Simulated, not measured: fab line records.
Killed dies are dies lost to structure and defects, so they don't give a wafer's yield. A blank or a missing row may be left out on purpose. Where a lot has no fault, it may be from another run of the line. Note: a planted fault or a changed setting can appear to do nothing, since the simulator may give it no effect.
One fault through the eyes of 2 desks	flow gf180mcu	numbers are kept per desk, each desk with only its own; the story behind them comes last

== AT THE TOOL OWNER'S DESK: rtp-anneal-02 ==
Per lot that ran on this tool, the mean of the sampled wafers carrying a number, from the tool's own readings at GF_PSD_RTA_13 (time 20 s). Marked OUT: a lot whose mean sits more than 4 standard deviations from the usual mean, which makes it out of limits; the brackets give that distance.
Columns: A = anneal-temp-c-max at GF_PSD_RTA_13, usual 1028.1; B = lamp-power-pct at GF_PSD_RTA_13, usual 30.3 %; C = run-length-s at GF_PSD_RTA_13, usual 48.5 s; D = wafer_temp_C_max at GF_PSD_RTA_13, usual 1032.7
lot	first seen here	A	B	C	D
L620	day 14 04:09	1027.0	30.0	48.5	1033.7
L621	day 14 13:29	1028.2	30.0	48.4	1033.8
L626	day 16 04:11	1027.9	30.0	74.7 (+57) OUT	1034.2
L627	day 16 11:05	1029.3	30.0	61.6 (+28) OUT	1034.7
L628	day 16 20:08	1028.5	30.0	61.4 (+28) OUT	1033.3
L636	day 19 13:03	1028.4	30.0	48.3	1033.9
L637	day 20 11:59	1028.0	30.0	48.4	1033.6
L639	day 20 19:38	1028.2	30.0	48.3	1032.3
L640	day 21 06:01	1028.1	30.0	48.6	1034.4
L643	day 22 06:53	1027.8	30.0	48.4	1033.9
This desk's finding: out of limits on L626, L627, L628; first on L626, day 16 04:11 (run-length-s at GF_PSD_RTA_13). L620, L621, L636, L637, L639, L640, L643: within limits.

== THE METROLOGY DESK ==
What the gauges read for every lot (on any tool): the sampled wafers with a number, averaged. Marked OUT: a lot whose mean sits more than 4 standard deviations from the usual mean, which makes it out of limits; the brackets give that distance.
Columns: A = NSD_RS at GF_PSD_RS_MEAS_14, usual 46.16 ohm/sq; B = PSD_RS at GF_PSD_RS_MEAS_15, usual 108.6 ohm/sq
lot	first seen here	A	B
L620	day 14 04:14	46.22	108.7
L621	day 14 13:35	46.22	108.4
L626	day 16 04:17	41.45 (-49) OUT	100.3 (-26) OUT
L627	day 16 11:10	44.03 (-22) OUT	105.0 (-11) OUT
L628	day 16 20:13	43.86 (-24) OUT	104.5 (-13) OUT
L635	day 19 08:32	46.09	108.7
L636	day 19 13:08	46.32	109.2
L637	day 20 12:04	46.15	108.9
L639	day 20 19:43	46.17	108.7
L640	day 21 06:07	46.14	108.7
L643	day 22 06:58	46.00	107.9
L642	day 22 09:19	46.24	108.8
Per this desk, out of limits: L626, L627, L628; the first was L626, day 16 04:17 (NSD_RS at GF_PSD_RS_MEAS_14). L620, L621, L635, L636, L637, L639, L640, L643, L642: within limits.

== BROUGHT TOGETHER ==
On L626, L627, L628, at day 16 04:11, an alarm was possible from the tool owner's desk.
The metrology desk could have raised an alarm at day 16 04:17, on L626, L627, L628.
Of the lots named, all ran GF_PSD_RTA_13 on rtp-anneal-02.

== WHAT WAS PUT IN BY THE SIMULATOR ==
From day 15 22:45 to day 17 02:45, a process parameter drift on rtp-anneal-02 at GF_PSD_RTA_13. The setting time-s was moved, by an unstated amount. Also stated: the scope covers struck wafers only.
Shown lots that were struck: L626, L627, L628.
Hours from the fault's start to each desk's first reading out of limits: the tool owner's desk, 5; the metrology desk, 6.
